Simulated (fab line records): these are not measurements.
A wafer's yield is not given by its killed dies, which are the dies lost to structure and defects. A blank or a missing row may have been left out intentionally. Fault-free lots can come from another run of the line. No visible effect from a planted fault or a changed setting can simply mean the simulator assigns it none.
fab line records + flow gf180mcu
[record]
- lots = 24
- wafers = 72
- last-day = 34
route steps=602 shown M1@317 V1@356 V2@387 M4@460
lots with no fault: from the same line, run without faults
start-h: start of the lot's first displayed wafer, in hours after the record's first day + wait-h: hours elapsed since this lot's preceding step + " as in the row above + L1.1+2: one row covering several wafers at once + - value missing, or start not given + * or withheld: withheld + < > ~ a bound
route shown NAME@n: a module of which the file shows steps, and the number in the route of the first + usual: mean/standard deviation taken from wafers without a fault + same: alike in all rows + chamber/n: place in a boat + sites: readings site by site + _std_site: standard deviation across them + _edge_site: inner sites' mean taken away from outer sites' mean + radius-mm: for every site, how far away it sits from the centre of the wafer + mask NAME#n: copy n + behind: tool/chamber where the wafer was last shaped + hold: why the lot went on hold/how many hours it stayed there/how the hold came to an end + device: names the non-switching transistor (n, p or np) + end of line: the tests these same wafers got at the end of their route + a step without rows: its recipe alone + killed: not the wafer's yield, but the dies lost to structure and defects at the first sort + map: a wafer's dies, marking killed ones x, the rest . and places with no die _
set.NAME: the setting the step ran with; set.NAME@STEP: the setting that earlier step ran with + model.NAME: the simulator's own value behind a step, which no gauge read
route steps across a sampled set of lots; one table per step, one row per wafer
services: the hour from which a tool's chamber was out of use, counted from the record's first day as start-h (under 0 if before that day), plus the number of hours and why
[[steps]]
[step GF_M1_SPUTTER_02]
[recipe]
- material = AlCu
- target-thk-nm = 450
- power-w = 10600
- time-s = 23.9
- chamber-pressure-pa = 0.4
[usual]
- throttle-valve-pct = 30.3/0.59
| lot.wafer | tool           | chamber | start-h | wait-h | throttle-valve-pct |
|-----------|----------------|---------|---------|--------|--------------------|
| L074.1    | pvd-sputter-03 | -       | 362.52  | 0.0    | 30.4               |
| L074.4    | "              | -       | "       | "      | 29.9               |
| L074.6    | "              | -       | "       | "      | 31.0               |
| L075.1    | pvd-sputter-03 | -       | 379.11  | 0.0    | 30.8               |
| L075.3    | "              | -       | "       | "      | 30.2               |
| L075.5    | "              | -       | "       | "      | 30.7               |
| L076.1    | pvd-sputter-04 | -       | 382.65  | 0.0    | 30.5               |
| L076.4    | "              | -       | "       | "      | 30.3               |
| L076.6    | "              | -       | "       | "      | 30.6               |
| L077.1    | pvd-sputter-03 | -       | 388.55  | 0.0    | 30.7               |
| L077.3    | "              | -       | "       | "      | 29.5               |
| L077.4    | "              | -       | "       | "      | 29.7               |
| L078.3    | pvd-sputter-04 | -       | 403.30  | 0.0    | 30.0               |
| L078.4    | "              | -       | "       | "      | 30.0               |
| L078.5    | "              | -       | "       | "      | 30.0               |
| L079.3    | pvd-sputter-01 | -       | 407.42  | 0.0    | 32.3               |
| L079.5    | "              | -       | "       | "      | 29.3               |
| L079.6    | "              | -       | "       | "      | 30.2               |
| L080.3    | pvd-sputter-04 | -       | 424.85  | 0.0    | 30.0               |
| L080.5    | "              | -       | "       | "      | 30.0               |
| L080.6    | "              | -       | "       | "      | 30.5               |
| L081.1    | pvd-sputter-04 | -       | 429.87  | 0.0    | 30.3               |
| L081.3    | "              | -       | "       | "      | 29.8               |
| L081.6    | "              | -       | "       | "      | 30.6               |
| L082.3    | pvd-sputter-03 | -       | 435.16  | 0.0    | 29.5               |
| L082.4    | "              | -       | "       | "      | 30.0               |
| L082.5    | "              | -       | "       | "      | 29.5               |
| L083.1    | pvd-sputter-03 | -       | 439.97  | 0.0    | 30.1               |
| L083.4    | "              | -       | "       | "      | 30.6               |
| L083.6    | "              | -       | "       | "      | 30.3               |
| L084.1    | pvd-sputter-04 | -       | 458.06  | 0.0    | 30.2               |
| L084.2    | "              | -       | "       | "      | 30.1               |
| L084.6    | "              | -       | "       | "      | 30.6               |
| L085.1    | pvd-sputter-04 | -       | 460.80  | 0.0    | 29.9               |
| L085.3    | "              | -       | "       | "      | 30.5               |
| L085.6    | "              | -       | "       | "      | 29.8               |
| L086.1    | pvd-sputter-01 | -       | 465.32  | 0.0    | 30.5               |
| L086.4    | "              | -       | "       | "      | 30.1               |
| L086.6    | "              | -       | "       | "      | 30.1               |
| L087.1    | pvd-sputter-04 | -       | 481.70  | 0.0    | 30.5               |
| L087.5    | "              | -       | "       | "      | 30.7               |
| L087.6    | "              | -       | "       | "      | 29.8               |
| L088.2    | pvd-sputter-03 | -       | 489.91  | 0.0    | 30.9               |
| L088.4    | "              | -       | "       | "      | 30.7               |
| L088.5    | "              | -       | "       | "      | 30.0               |
| L089.3    | pvd-sputter-01 | -       | 509.73  | 0.0    | 32.1               |
| L089.4    | "              | -       | "       | "      | 30.2               |
| L089.6    | "              | -       | "       | "      | 29.4               |
| L090.3    | pvd-sputter-03 | -       | 511.52  | 0.0    | 29.6               |
| L090.5    | "              | -       | "       | "      | 30.3               |
| L090.6    | "              | -       | "       | "      | 30.8               |
| L091.2    | pvd-sputter-04 | -       | 513.80  | 0.0    | 30.1               |
| L091.4    | "              | -       | "       | "      | 30.4               |
| L091.5    | "              | -       | "       | "      | 30.3               |
| L092.1    | pvd-sputter-04 | -       | 530.75  | 0.0    | 30.0               |
| L092.2    | "              | -       | "       | "      | 30.3               |
| L092.3    | "              | -       | "       | "      | 30.1               |
| L094.1    | pvd-sputter-01 | -       | 537.75  | 0.0    | 30.1               |
| L094.2    | "              | -       | "       | "      | 30.4               |
| L094.3    | "              | -       | "       | "      | 32.1               |
| L093.1    | pvd-sputter-03 | -       | 538.06  | 0.0    | 30.5               |
| L093.2    | "              | -       | "       | "      | 30.4               |
| L093.6    | "              | -       | "       | "      | 30.7               |
| L095.1    | pvd-sputter-04 | -       | 543.20  | 0.0    | 30.1               |
| L095.4    | "              | -       | "       | "      | 30.9               |
| L095.6    | "              | -       | "       | "      | 30.1               |
| L096.1    | pvd-sputter-01 | -       | 556.75  | 0.0    | 30.0               |
| L096.2    | "              | -       | "       | "      | 32.2               |
| L096.3    | "              | -       | "       | "      | 30.3               |
| L097.1    | pvd-sputter-04 | -       | 560.41  | 0.0    | 30.7               |
| L097.3    | "              | -       | "       | "      | 30.2               |
| L097.4    | "              | -       | "       | "      | 30.8               |
[step GF_V1_SPUTTER_21]
[recipe]
- material = Ti
- target-thk-nm = 15
- chamber-pressure-pa = 5
- power-w = 2500
- substrate-temp-c = 200
- time-s = 80.02
[usual]
- throttle-valve-pct = 30.2/0.84
| lot.wafer | tool           | chamber | start-h | wait-h | throttle-valve-pct |
|-----------|----------------|---------|---------|--------|--------------------|
| L074.1    | pvd-sputter-03 | -       | 410.99  | 0.0    | 30.8               |
| L074.4    | "              | -       | "       | "      | 30.3               |
| L074.6    | "              | -       | "       | "      | 30.0               |
| L075.1    | pvd-sputter-01 | -       | 427.65  | 0.0    | 32.0               |
| L075.3    | "              | -       | "       | "      | 29.4               |
| L075.5    | "              | -       | "       | "      | 29.4               |
| L076.1    | pvd-sputter-01 | -       | 431.62  | 0.0    | 29.4               |
| L076.4    | "              | -       | "       | "      | 30.5               |
| L076.6    | "              | -       | "       | "      | 31.9               |
| L077.1    | pvd-sputter-03 | -       | 438.37  | 0.0    | 29.4               |
| L077.3    | "              | -       | "       | "      | 30.0               |
| L077.4    | "              | -       | "       | "      | 30.1               |
| L078.3    | pvd-sputter-03 | -       | 452.84  | 0.0    | 29.3               |
| L078.4    | "              | -       | "       | "      | 30.2               |
| L078.5    | "              | -       | "       | "      | 29.5               |
| L079.3    | pvd-sputter-02 | -       | 457.94  | 0.0    | 29.1               |
| L079.5    | "              | -       | "       | "      | 31.5               |
| L079.6    | "              | -       | "       | "      | 30.4               |
| L080.3    | pvd-sputter-03 | -       | 475.55  | 0.0    | 30.6               |
| L080.5    | "              | -       | "       | "      | 30.8               |
| L080.6    | "              | -       | "       | "      | 29.4               |
| L081.1    | pvd-sputter-01 | -       | 481.50  | 0.0    | 32.3               |
| L081.3    | "              | -       | "       | "      | 30.3               |
| L081.6    | "              | -       | "       | "      | 30.1               |
| L082.3    | pvd-sputter-02 | -       | 486.60  | 0.0    | 31.3               |
| L082.4    | "              | -       | "       | "      | 30.3               |
| L082.5    | "              | -       | "       | "      | 29.5               |
| L083.1    | pvd-sputter-01 | -       | 489.76  | 0.0    | 30.4               |
| L083.4    | "              | -       | "       | "      | 29.4               |
| L083.6    | "              | -       | "       | "      | 29.4               |
| L084.1    | pvd-sputter-01 | -       | 508.04  | 0.0    | 32.0               |
| L084.2    | "              | -       | "       | "      | 30.1               |
| L084.6    | "              | -       | "       | "      | 30.5               |
| L085.1    | pvd-sputter-01 | -       | 510.99  | 0.0    | 30.2               |
| L085.3    | "              | -       | "       | "      | 29.6               |
| L085.6    | "              | -       | "       | "      | 29.4               |
| L086.1    | pvd-sputter-02 | -       | 514.88  | 0.0    | 30.2               |
| L086.4    | "              | -       | "       | "      | 31.6               |
| L086.6    | "              | -       | "       | "      | 29.1               |
| L087.1    | pvd-sputter-03 | -       | 529.94  | 0.0    | 29.9               |
| L087.5    | "              | -       | "       | "      | 30.1               |
| L087.6    | "              | -       | "       | "      | 30.4               |
| L088.2    | pvd-sputter-02 | -       | 538.10  | 0.0    | 29.2               |
| L088.4    | "              | -       | "       | "      | 30.1               |
| L088.5    | "              | -       | "       | "      | 31.4               |
| L089.3    | pvd-sputter-01 | -       | 558.04  | 0.0    | 29.3               |
| L089.4    | "              | -       | "       | "      | 30.4               |
| L089.6    | "              | -       | "       | "      | 30.3               |
| L090.3    | pvd-sputter-02 | -       | 559.09  | 0.0    | 31.4               |
| L090.5    | "              | -       | "       | "      | 29.0               |
| L090.6    | "              | -       | "       | "      | 31.5               |
| L091.2    | pvd-sputter-03 | -       | 561.35  | 0.0    | 30.9               |
| L091.4    | "              | -       | "       | "      | 30.6               |
| L091.5    | "              | -       | "       | "      | 29.2               |
| L092.1    | pvd-sputter-03 | -       | 576.69  | 0.0    | 30.4               |
| L092.2    | "              | -       | "       | "      | 29.9               |
| L092.3    | "              | -       | "       | "      | 30.9               |
| L094.1    | pvd-sputter-03 | -       | 584.09  | 0.0    | 29.8               |
| L094.2    | "              | -       | "       | "      | 29.6               |
| L094.3    | "              | -       | "       | "      | 30.2               |
| L093.1    | pvd-sputter-02 | -       | 584.37  | 0.0    | 29.9               |
| L093.2    | "              | -       | "       | "      | 29.3               |
| L093.6    | "              | -       | "       | "      | 29.9               |
| L095.1    | pvd-sputter-03 | -       | 588.94  | 0.0    | 30.7               |
| L095.4    | "              | -       | "       | "      | 30.4               |
| L095.6    | "              | -       | "       | "      | 30.7               |
| L096.1    | pvd-sputter-02 | -       | 602.30  | 0.0    | 30.2               |
| L096.2    | "              | -       | "       | "      | 29.3               |
| L096.3    | "              | -       | "       | "      | 31.4               |
| L097.1    | pvd-sputter-02 | -       | 606.22  | 0.0    | 29.2               |
| L097.3    | "              | -       | "       | "      | 30.0               |
| L097.4    | "              | -       | "       | "      | 30.0               |
[step GF_V1_SPUTTER_22]
[recipe]
- material = TiN
- target-thk-nm = 10
- chamber-pressure-pa = 5
- power-w = 4000
- time-s = 40
[usual]
- throttle-valve-pct = 30.2/0.86
| lot.wafer | tool           | chamber | start-h | wait-h | throttle-valve-pct |
|-----------|----------------|---------|---------|--------|--------------------|
| L074.1    | pvd-sputter-03 | -       | 411.05  | 0.0    | 30.7               |
| L074.4    | "              | -       | "       | "      | 30.3               |
| L074.6    | "              | -       | "       | "      | 30.0               |
| L075.1    | pvd-sputter-01 | -       | 427.72  | 0.0    | 32.0               |
| L075.3    | "              | -       | "       | "      | 29.3               |
| L075.5    | "              | -       | "       | "      | 29.3               |
| L076.1    | pvd-sputter-01 | -       | 431.68  | 0.0    | 29.0               |
| L076.4    | "              | -       | "       | "      | 30.2               |
| L076.6    | "              | -       | "       | "      | 32.1               |
| L077.1    | pvd-sputter-03 | -       | 438.43  | 0.0    | 29.6               |
| L077.3    | "              | -       | "       | "      | 29.8               |
| L077.4    | "              | -       | "       | "      | 30.0               |
| L078.3    | pvd-sputter-03 | -       | 452.90  | 0.0    | 29.5               |
| L078.4    | "              | -       | "       | "      | 30.5               |
| L078.5    | "              | -       | "       | "      | 29.4               |
| L079.3    | pvd-sputter-02 | -       | 458.00  | 0.0    | 28.9               |
| L079.5    | "              | -       | "       | "      | 31.3               |
| L079.6    | "              | -       | "       | "      | 30.4               |
| L080.3    | pvd-sputter-03 | -       | 475.61  | 0.0    | 30.6               |
| L080.5    | "              | -       | "       | "      | 30.6               |
| L080.6    | "              | -       | "       | "      | 29.3               |
| L081.1    | pvd-sputter-01 | -       | 481.56  | 0.0    | 32.2               |
| L081.3    | "              | -       | "       | "      | 30.2               |
| L081.6    | "              | -       | "       | "      | 29.9               |
| L082.3    | pvd-sputter-02 | -       | 486.66  | 0.0    | 31.4               |
| L082.4    | "              | -       | "       | "      | 30.2               |
| L082.5    | "              | -       | "       | "      | 29.7               |
| L083.1    | pvd-sputter-01 | -       | 489.82  | 0.0    | 29.9               |
| L083.4    | "              | -       | "       | "      | 29.2               |
| L083.6    | "              | -       | "       | "      | 29.4               |
| L084.1    | pvd-sputter-01 | -       | 508.10  | 0.0    | 32.6               |
| L084.2    | "              | -       | "       | "      | 30.2               |
| L084.6    | "              | -       | "       | "      | 30.1               |
| L085.1    | pvd-sputter-01 | -       | 511.05  | 0.0    | 30.3               |
| L085.3    | "              | -       | "       | "      | 29.4               |
| L085.6    | "              | -       | "       | "      | 29.4               |
| L086.1    | pvd-sputter-02 | -       | 514.94  | 0.0    | 30.1               |
| L086.4    | "              | -       | "       | "      | 31.2               |
| L086.6    | "              | -       | "       | "      | 29.2               |
| L087.1    | pvd-sputter-03 | -       | 530.00  | 0.0    | 30.0               |
| L087.5    | "              | -       | "       | "      | 29.8               |
| L087.6    | "              | -       | "       | "      | 30.3               |
| L088.2    | pvd-sputter-02 | -       | 538.16  | 0.0    | 29.1               |
| L088.4    | "              | -       | "       | "      | 30.1               |
| L088.5    | "              | -       | "       | "      | 31.3               |
| L089.3    | pvd-sputter-01 | -       | 558.10  | 0.0    | 29.5               |
| L089.4    | "              | -       | "       | "      | 30.3               |
| L089.6    | "              | -       | "       | "      | 30.3               |
| L090.3    | pvd-sputter-02 | -       | 559.15  | 0.0    | 31.6               |
| L090.5    | "              | -       | "       | "      | 29.2               |
| L090.6    | "              | -       | "       | "      | 31.6               |
| L091.2    | pvd-sputter-03 | -       | 561.41  | 0.0    | 30.7               |
| L091.4    | "              | -       | "       | "      | 30.2               |
| L091.5    | "              | -       | "       | "      | 29.4               |
| L092.1    | pvd-sputter-03 | -       | 576.75  | 0.0    | 30.1               |
| L092.2    | "              | -       | "       | "      | 29.8               |
| L092.3    | "              | -       | "       | "      | 30.8               |
| L094.1    | pvd-sputter-03 | -       | 584.15  | 0.0    | 29.7               |
| L094.2    | "              | -       | "       | "      | 29.6               |
| L094.3    | "              | -       | "       | "      | 30.3               |
| L093.1    | pvd-sputter-02 | -       | 584.43  | 0.0    | 29.9               |
| L093.2    | "              | -       | "       | "      | 28.9               |
| L093.6    | "              | -       | "       | "      | 30.0               |
| L095.1    | pvd-sputter-03 | -       | 589.00  | 0.0    | 30.5               |
| L095.4    | "              | -       | "       | "      | 30.5               |
| L095.6    | "              | -       | "       | "      | 30.8               |
| L096.1    | pvd-sputter-02 | -       | 602.36  | 0.0    | 30.1               |
| L096.2    | "              | -       | "       | "      | 29.0               |
| L096.3    | "              | -       | "       | "      | 31.6               |
| L097.1    | pvd-sputter-02 | -       | 606.28  | 0.0    | 29.2               |
| L097.3    | "              | -       | "       | "      | 29.5               |
| L097.4    | "              | -       | "       | "      | 30.0               |
[step GF_V2_BOW_MEAS_05]
[recipe]
- mode = bow
[usual]
- V2_BOW = 98/8.6
| lot.wafer | tool          | chamber | start-h | wait-h | V2_BOW[um] |
|-----------|---------------|---------|---------|--------|------------|
| L074.1    | film-metro-04 | -       | 436.29  | 0.2    | 105        |
| L074.4    | "             | -       | "       | "      | 106        |
| L074.6    | "             | -       | "       | "      | 105        |
| L075.1    | film-metro-04 | -       | 454.11  | 0.1    | 105        |
| L075.3    | "             | -       | "       | "      | 94         |
| L075.5    | "             | -       | "       | "      | 105        |
| L076.1    | film-metro-01 | -       | 458.21  | 0.1    | 111        |
| L076.4    | "             | -       | "       | "      | 107        |
| L076.6    | "             | -       | "       | "      | 98         |
| L077.1    | film-metro-03 | -       | 464.65  | 0.1    | 101        |
| L077.3    | "             | -       | "       | "      | 105        |
| L077.4    | "             | -       | "       | "      | 93         |
| L078.3    | film-metro-01 | -       | 479.10  | 0.2    | 99         |
| L078.4    | "             | -       | "       | "      | 87         |
| L078.5    | "             | -       | "       | "      | 89         |
| L079.3    | film-metro-04 | -       | 484.84  | 0.2    | 96         |
| L079.5    | "             | -       | "       | "      | 94         |
| L079.6    | "             | -       | "       | "      | 101        |
| L080.3    | film-metro-04 | -       | 501.50  | 0.2    | 91         |
| L080.5    | "             | -       | "       | "      | 96         |
| L080.6    | "             | -       | "       | "      | 105        |
| L081.1    | film-metro-04 | -       | 507.65  | 0.1    | 107        |
| L081.3    | "             | -       | "       | "      | 105        |
| L081.6    | "             | -       | "       | "      | 103        |
| L082.3    | film-metro-04 | -       | 512.55  | 0.2    | 107        |
| L082.4    | "             | -       | "       | "      | 110        |
| L082.5    | "             | -       | "       | "      | 103        |
| L083.1    | film-metro-03 | -       | 515.64  | 0.2    | 86         |
| L083.4    | "             | -       | "       | "      | 83         |
| L083.6    | "             | -       | "       | "      | 84         |
| L084.1    | film-metro-04 | -       | 533.23  | 0.3    | 90         |
| L084.2    | "             | -       | "       | "      | 84         |
| L084.6    | "             | -       | "       | "      | 87         |
| L085.1    | film-metro-03 | -       | 536.59  | 0.2    | 113        |
| L085.3    | "             | -       | "       | "      | 115        |
| L085.6    | "             | -       | "       | "      | 110        |
| L086.1    | film-metro-04 | -       | 540.00  | 0.2    | 98         |
| L086.4    | "             | -       | "       | "      | 94         |
| L086.6    | "             | -       | "       | "      | 94         |
| L087.1    | film-metro-01 | -       | 555.22  | 0.2    | 104        |
| L087.5    | "             | -       | "       | "      | 102        |
| L087.6    | "             | -       | "       | "      | 95         |
| L088.2    | film-metro-01 | -       | 562.59  | 0.1    | 91         |
| L088.4    | "             | -       | "       | "      | 103        |
| L088.5    | "             | -       | "       | "      | 92         |
| L089.3    | film-metro-01 | -       | 582.01  | 0.1    | 87         |
| L089.4    | "             | -       | "       | "      | 84         |
| L089.6    | "             | -       | "       | "      | 76         |
| L090.3    | film-metro-04 | -       | 583.22  | 0.1    | 95         |
| L090.5    | "             | -       | "       | "      | 95         |
| L090.6    | "             | -       | "       | "      | 102        |
| L091.2    | film-metro-01 | -       | 585.79  | 0.2    | 112        |
| L091.4    | "             | -       | "       | "      | 94         |
| L091.5    | "             | -       | "       | "      | 99         |
| L092.1    | film-metro-03 | -       | 600.29  | 0.1    | 93         |
| L092.2    | "             | -       | "       | "      | 97         |
| L092.3    | "             | -       | "       | "      | 91         |
| L094.1    | film-metro-01 | -       | 607.32  | 0.2    | 105        |
| L094.2    | "             | -       | "       | "      | 101        |
| L094.3    | "             | -       | "       | "      | 92         |
| L093.1    | film-metro-03 | -       | 607.72  | 0.1    | 97         |
| L093.2    | "             | -       | "       | "      | 78         |
| L093.6    | "             | -       | "       | "      | 103        |
| L095.1    | film-metro-01 | -       | 611.91  | 0.1    | 105        |
| L095.4    | "             | -       | "       | "      | 99         |
| L095.6    | "             | -       | "       | "      | 107        |
| L096.1    | film-metro-04 | -       | 625.16  | 0.1    | 96         |
| L096.2    | "             | -       | "       | "      | 104        |
| L096.3    | "             | -       | "       | "      | 83         |
| L097.1    | film-metro-01 | -       | 629.15  | 0.1    | 98         |
| L097.3    | "             | -       | "       | "      | 89         |
| L097.4    | "             | -       | "       | "      | 89         |
[step GF_V2_OVL_MEAS_15]
[usual]
- V2_OVL = 3/4.9
| lot.wafer | tool       | chamber | start-h | wait-h | V2_OVL[nm] |
|-----------|------------|---------|---------|--------|------------|
| L074.1    | overlay-02 | -       | 460.71  | 0.1    | -1         |
| L074.4    | "          | -       | "       | "      | -2         |
| L074.6    | "          | -       | "       | "      | -5         |
| L075.1    | overlay-01 | -       | 478.39  | 0.1    | -6         |
| L075.3    | "          | -       | "       | "      | 1          |
| L075.5    | "          | -       | "       | "      | 3          |
| L076.1    | overlay-01 | -       | 482.41  | 0.1    | 11         |
| L076.4    | "          | -       | "       | "      | 9          |
| L076.6    | "          | -       | "       | "      | 8          |
| L077.1    | overlay-02 | -       | 488.76  | 0.1    | 0          |
| L077.3    | "          | -       | "       | "      | 1          |
| L077.4    | "          | -       | "       | "      | 0          |
| L078.3    | overlay-02 | -       | 502.62  | 0.1    | -5         |
| L078.4    | "          | -       | "       | "      | -9         |
| L078.5    | "          | -       | "       | "      | -5         |
| L079.3    | overlay-02 | -       | 508.65  | 0.1    | 6          |
| L079.5    | "          | -       | "       | "      | 7          |
| L079.6    | "          | -       | "       | "      | 3          |
| L080.3    | overlay-02 | -       | 525.00  | 0.1    | 4          |
| L080.5    | "          | -       | "       | "      | 0          |
| L080.6    | "          | -       | "       | "      | 2          |
| L081.1    | overlay-02 | -       | 531.04  | 0.1    | 10         |
| L081.3    | "          | -       | "       | "      | 9          |
| L081.6    | "          | -       | "       | "      | 4          |
| L082.3    | overlay-02 | -       | 535.40  | 0.1    | 4          |
| L082.4    | "          | -       | "       | "      | 6          |
| L082.5    | "          | -       | "       | "      | 9          |
| L083.1    | overlay-02 | -       | 538.34  | 0.1    | 2          |
| L083.4    | "          | -       | "       | "      | 2          |
| L083.6    | "          | -       | "       | "      | 5          |
| L084.1    | overlay-02 | -       | 555.85  | 0.1    | -10        |
| L084.2    | "          | -       | "       | "      | -5         |
| L084.6    | "          | -       | "       | "      | -7         |
| L085.1    | overlay-02 | -       | 559.34  | 0.1    | 4          |
| L085.3    | "          | -       | "       | "      | 3          |
| L085.6    | "          | -       | "       | "      | 1          |
| L086.1    | overlay-01 | -       | 562.59  | 0.1    | 4          |
| L086.4    | "          | -       | "       | "      | 8          |
| L086.6    | "          | -       | "       | "      | 8          |
| L087.1    | overlay-01 | -       | 577.34  | 0.1    | -3         |
| L087.5    | "          | -       | "       | "      | 0          |
| L087.6    | "          | -       | "       | "      | -3         |
| L088.2    | overlay-01 | -       | 584.60  | 0.1    | 1          |
| L088.4    | "          | -       | "       | "      | 0          |
| L088.5    | "          | -       | "       | "      | 3          |
| L089.3    | overlay-01 | -       | 603.17  | 0.1    | 13         |
| L089.4    | "          | -       | "       | "      | 13         |
| L089.6    | "          | -       | "       | "      | 10         |
| L090.3    | overlay-01 | -       | 604.80  | 0.1    | 10         |
| L090.5    | "          | -       | "       | "      | 5          |
| L090.6    | "          | -       | "       | "      | 7          |
| L091.2    | overlay-02 | -       | 606.80  | 0.1    | -4         |
| L091.4    | "          | -       | "       | "      | -7         |
| L091.5    | "          | -       | "       | "      | -1         |
| L092.1    | overlay-01 | -       | 620.89  | 0.1    | 1          |
| L092.2    | "          | -       | "       | "      | 2          |
| L092.3    | "          | -       | "       | "      | 4          |
| L094.1    | overlay-02 | -       | 628.14  | 0.1    | 8          |
| L094.2    | "          | -       | "       | "      | 6          |
| L094.3    | "          | -       | "       | "      | 4          |
| L093.1    | overlay-01 | -       | 628.59  | 0.1    | 1          |
| L093.2    | "          | -       | "       | "      | 0          |
| L093.6    | "          | -       | "       | "      | 3          |
| L095.1    | overlay-01 | -       | 632.25  | 0.1    | 11         |
| L095.4    | "          | -       | "       | "      | 8          |
| L095.6    | "          | -       | "       | "      | 5          |
| L096.1    | overlay-02 | -       | 645.60  | 0.1    | 9          |
| L096.2    | "          | -       | "       | "      | 4          |
| L096.3    | "          | -       | "       | "      | 7          |
| L097.1    | overlay-02 | -       | 649.59  | 0.1    | 4          |
| L097.3    | "          | -       | "       | "      | 1          |
| L097.4    | "          | -       | "       | "      | 3          |
[step GF_M4_SPUTTER_04]
[recipe]
- material = TiN
- target-thk-nm = 50
- power-w = 6693
- time-s = 41.7
- chamber-pressure-pa = 0.4
[usual]
- throttle-valve-pct = 30.2/0.68
| lot.wafer | tool           | chamber | start-h | wait-h | throttle-valve-pct |
|-----------|----------------|---------|---------|--------|--------------------|
| L074.1    | pvd-sputter-01 | -       | 513.25  | 0.0    | 30.4               |
| L074.4    | "              | -       | "       | "      | 32.3               |
| L074.6    | "              | -       | "       | "      | 30.5               |
| L075.1    | pvd-sputter-04 | -       | 529.73  | 0.0    | 29.9               |
| L075.3    | "              | -       | "       | "      | 30.0               |
| L075.5    | "              | -       | "       | "      | 30.8               |
| L076.1    | pvd-sputter-02 | -       | 534.33  | 0.0    | 29.6               |
| L076.4    | "              | -       | "       | "      | 31.4               |
| L076.6    | "              | -       | "       | "      | 29.8               |
| L077.1    | pvd-sputter-02 | -       | 539.33  | 0.0    | 28.8               |
| L077.3    | "              | -       | "       | "      | 31.5               |
| L077.4    | "              | -       | "       | "      | 30.0               |
| L078.3    | pvd-sputter-01 | -       | 552.38  | 0.0    | 29.3               |
| L078.4    | "              | -       | "       | "      | 32.1               |
| L078.5    | "              | -       | "       | "      | 30.2               |
| L079.3    | pvd-sputter-01 | -       | 559.44  | 0.0    | 30.2               |
| L079.5    | "              | -       | "       | "      | 29.1               |
| L079.6    | "              | -       | "       | "      | 30.3               |
| L080.3    | pvd-sputter-01 | -       | 574.35  | 0.0    | 29.2               |
| L080.5    | "              | -       | "       | "      | 30.1               |
| L080.6    | "              | -       | "       | "      | 29.4               |
| L081.1    | pvd-sputter-04 | -       | 580.71  | 0.0    | 29.5               |
| L081.3    | "              | -       | "       | "      | 30.3               |
| L081.6    | "              | -       | "       | "      | 30.5               |
| L082.3    | pvd-sputter-02 | -       | 583.91  | 0.0    | 30.3               |
| L082.4    | "              | -       | "       | "      | 31.3               |
| L082.5    | "              | -       | "       | "      | 29.9               |
| L083.1    | pvd-sputter-02 | -       | 587.02  | 0.0    | 30.2               |
| L083.4    | "              | -       | "       | "      | 29.8               |
| L083.6    | "              | -       | "       | "      | 29.1               |
| L084.1    | pvd-sputter-04 | -       | 603.28  | 0.0    | 29.9               |
| L084.2    | "              | -       | "       | "      | 30.5               |
| L084.6    | "              | -       | "       | "      | 29.8               |
| L085.1    | pvd-sputter-04 | -       | 607.39  | 0.0    | 30.2               |
| L085.3    | "              | -       | "       | "      | 30.0               |
| L085.6    | "              | -       | "       | "      | 30.2               |
| L086.1    | pvd-sputter-04 | -       | 610.66  | 0.0    | 30.8               |
| L086.4    | "              | -       | "       | "      | 30.3               |
| L086.6    | "              | -       | "       | "      | 30.3               |
| L087.1    | pvd-sputter-02 | -       | 623.72  | 0.0    | 29.8               |
| L087.5    | "              | -       | "       | "      | 31.5               |
| L087.6    | "              | -       | "       | "      | 30.4               |
| L088.2    | pvd-sputter-01 | -       | 631.59  | 0.0    | 32.3               |
| L088.4    | "              | -       | "       | "      | 30.0               |
| L088.5    | "              | -       | "       | "      | 29.3               |
| L089.3    | pvd-sputter-04 | -       | 649.46  | 0.0    | 30.6               |
| L089.4    | "              | -       | "       | "      | 30.0               |
| L089.6    | "              | -       | "       | "      | 30.8               |
| L090.3    | pvd-sputter-02 | -       | 650.21  | 0.0    | 31.5               |
| L090.5    | "              | -       | "       | "      | 29.7               |
| L090.6    | "              | -       | "       | "      | 29.9               |
| L091.2    | pvd-sputter-02 | -       | 652.13  | 0.0    | 30.3               |
| L091.4    | "              | -       | "       | "      | 29.1               |
| L091.5    | "              | -       | "       | "      | 29.8               |
| L092.1    | pvd-sputter-01 | -       | 665.08  | 0.0    | 29.9               |
| L092.2    | "              | -       | "       | "      | 30.2               |
| L092.3    | "              | -       | "       | "      | 32.2               |
| L094.1    | pvd-sputter-04 | -       | 672.81  | 0.0    | 30.3               |
| L094.2    | "              | -       | "       | "      | 30.5               |
| L094.3    | "              | -       | "       | "      | 30.0               |
| L093.1    | pvd-sputter-02 | -       | 673.11  | 0.0    | 29.0               |
| L093.2    | "              | -       | "       | "      | 30.0               |
| L093.6    | "              | -       | "       | "      | 31.3               |
| L095.1    | pvd-sputter-04 | -       | 675.36  | 0.0    | 30.2               |
| L095.4    | "              | -       | "       | "      | 30.5               |
| L095.6    | "              | -       | "       | "      | 29.9               |
| L096.1    | pvd-sputter-02 | -       | 687.12  | 0.0    | 30.2               |
| L096.2    | "              | -       | "       | "      | 29.3               |
| L096.3    | "              | -       | "       | "      | 31.4               |
| L097.1    | pvd-sputter-04 | -       | 691.80  | 0.0    | 29.9               |
| L097.3    | "              | -       | "       | "      | 30.1               |
| L097.4    | "              | -       | "       | "      | 30.3               |
[[services]]
| tool           | chamber | start-h | hours | kind                   |
|----------------|---------|---------|-------|------------------------|
| pvd-sputter-03 | -       | 352.24  | 0.6   | repair                 |
| pvd-sputter-03 | -       | 370.24  | 2.3   | repair                 |
| pvd-sputter-02 | 1       | 381.70  | -     | consumable-replace:kit |
| pvd-sputter-02 | 1       | 381.70  | 18.0  | scheduled-down         |
| pvd-sputter-02 | 1       | 381.70  | 18.0  | vent-cycle             |
| pvd-sputter-02 | -       | 438.13  | 4.8   | repair                 |
| pvd-sputter-03 | 2       | 480.67  | -     | consumable-replace:kit |
| pvd-sputter-03 | 2       | 480.67  | 18.0  | scheduled-down         |
| pvd-sputter-03 | 2       | 480.67  | 18.0  | vent-cycle             |
| pvd-sputter-02 | -       | 499.30  | 2.0   | repair                 |
| pvd-sputter-04 | -       | 500.69  | 0.9   | repair                 |
| pvd-sputter-01 | -       | 536.18  | 1.1   | repair                 |
| pvd-sputter-01 | -       | 543.70  | 4.9   | repair                 |
| pvd-sputter-04 | 1       | 554.85  | -     | consumable-replace:kit |
| pvd-sputter-04 | 1       | 554.85  | 18.0  | scheduled-down         |
| pvd-sputter-04 | 1       | 554.85  | 18.0  | vent-cycle             |
| pvd-sputter-01 | 0       | 558.95  | -     | consumable-replace:kit |
| pvd-sputter-01 | 0       | 558.95  | 18.0  | scheduled-down         |
| pvd-sputter-01 | 0       | 558.95  | 18.0  | vent-cycle             |
| pvd-sputter-01 | -       | 581.14  | 27.6  | repair                 |
| pvd-sputter-01 | -       | 644.27  | 8.1   | repair                 |
| pvd-sputter-04 | -       | 678.48  | 3.4   | repair                 |
| pvd-sputter-02 | 0       | 680.24  | -     | consumable-replace:kit |
| pvd-sputter-02 | -       | 689.42  | 6.8   | repair                 |
[[key]]
fault none
